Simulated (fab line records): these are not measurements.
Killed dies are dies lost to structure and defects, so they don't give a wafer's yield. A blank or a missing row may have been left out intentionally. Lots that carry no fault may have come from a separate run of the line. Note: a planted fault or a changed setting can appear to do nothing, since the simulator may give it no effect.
Which tool did it? | flow gf180mcu | 14 lots, 42 wafers sampled, at 3 steps of a route of 602

## WHAT THE GAUGES READ, wafer by wafer
GF_M3_THK_MEAS_06: measures by xrf.
lot  | measured     | on            | M3_ALCU_THK (nm)
L443 | day 20 20:04 | film metro-03 | 455 448 446
L444 | day 21 04:48 | film metro-01 | 443 443 443
L446 | day 21 20:12 | film metro-01 | 448 447 445
L447 | day 21 23:37 | film metro-03 | 443 440 442
L448 | day 22 15:31 | film metro-02 | 446 449 450
L449 | day 22 21:58 | film metro-02 | 454 448 447
L450 | day 23 10:23 | film metro-03 | 447 452 453
L452 | day 23 23:38 | film metro-02 | 456 451 455
L454 | day 24 20:34 | film metro-01 | 440 434 437
L455 | day 25 11:02 | film metro-01 | 444 442 439
L456 | day 25 13:09 | film metro-01 | 447 448 453
L457 | day 25 18:13 | film metro-01 | 447 449 448
L461 | day 26 19:14 | film metro-01 | 449 444 444
L465 | day 28 05:53 | film metro-03 | 448 448 446

GF_M3_CD_MEAS_14: target cd 280 nm.
lot  | measured     | on        | cd nm (nm)
L443 | day 21 19:08 | cd sem-01 | 279.5 279.6 280.3
L444 | day 22 04:10 | cd sem-01 | 279.1 279.1 279.3
L446 | day 22 19:34 | cd sem-01 | 280.5 280.0 280.5
L447 | day 22 22:12 | cd sem-02 | 279.9 279.8 279.6
L448 | day 23 14:02 | cd sem-02 | 280.8 279.4 280.4
L449 | day 23 20:28 | cd sem-02 | 280.5 280.1 280.9
L450 | day 24 08:47 | cd sem-01 | 279.0 278.5 279.1
L452 | day 24 21:10 | cd sem-01 | 279.8 279.5 280.0
L454 | day 25 17:27 | cd sem-01 | 281.6 279.7 280.1
L455 | day 26 07:52 | cd sem-01 | 277.7 278.8 278.3
L456 | day 26 10:38 | cd sem-01 | 280.7 280.2 280.0
L457 | day 26 14:46 | cd sem-01 | 278.5 278.3 277.7
L461 | day 27 15:29 | cd sem-01 | 280.1 279.1 280.3
L465 | day 28 23:51 | cd sem-01 | 280.3 280.1 279.9

## WHAT TOOL EACH LOT RAN ON (gives the tool, then ch and the chambers of the sampled wafers, and finally the start)
lot  | GF_M3_SPUTTER_02
L443 | pvd sputter-04, day 20 19:50
L444 | pvd sputter-02, day 21 04:35
L446 | pvd sputter-02, day 21 19:59
L447 | pvd sputter-03, day 21 23:23
L448 | pvd sputter-02, day 22 15:18
L449 | pvd sputter-02, day 22 21:45
L450 | pvd sputter-02, day 23 10:10
L452 | pvd sputter-02, day 23 23:25
L454 | pvd sputter-02, day 24 20:20
L455 | pvd sputter-02, day 25 10:50
L456 | pvd sputter-02, day 25 12:56
L457 | pvd sputter-02, day 25 18:00
L461 | pvd sputter-02, day 26 19:01
L465 | pvd sputter-02, day 28 05:40
- GF_M3_SPUTTER_02: material AlCu, target thk 450 nm, time 23.9 s.

## AS READ BY THE TOOLS THEMSELVES (means over the sampled wafers that have a number; for cases with no such wafer, the mark the record gives instead)
GF_M3_SPUTTER_02.
lot  | tool           | throttle valve pct (%)
L443 | pvd sputter-04 | 30.2
L444 | pvd sputter-02 | 31.6
L446 | pvd sputter-02 | 31.6
L447 | pvd sputter-03 | 29.9
L448 | pvd sputter-02 | 30.7
L449 | pvd sputter-02 | 31.1
L450 | pvd sputter-02 | 31.4
L452 | pvd sputter-02 | 30.4
L454 | pvd sputter-02 | 31.1
L455 | pvd sputter-02 | 31.3
L456 | pvd sputter-02 | 31.6
L457 | pvd sputter-02 | 31.0
L461 | pvd sputter-02 | 31.5
L465 | pvd sputter-02 | 31.1

## THE ANSWER, worked out from the rows above alone
Rule: the usual values come from the lots themselves. The widest of any qualifying gaps counts: lots, ordered by their means at a reading, are off when they make up no more than a third of the lots, leave a main group of 4 or more, and stand apart from it by 3 or more times the standard deviation of that group's means. A main group whose means are all the same, to the digits that the tables above print for the reading, isn't used. Also off: a lot with no number at a reading for which 4 or more lots have one. Where the step has rows for the other lots, those lots are counted as sound. Order of review: gauges by route order, followed by the tools' own readings, for which a lot's mean as printed above is used. The first step at which some lot is off is used, and at that step the reading that is off furthest; a lot without a number counts as furthest.
Across all readings shown, no lot is off: no conclusion can be drawn from this.

## WHAT WAS PUT IN BY THE SIMULATOR
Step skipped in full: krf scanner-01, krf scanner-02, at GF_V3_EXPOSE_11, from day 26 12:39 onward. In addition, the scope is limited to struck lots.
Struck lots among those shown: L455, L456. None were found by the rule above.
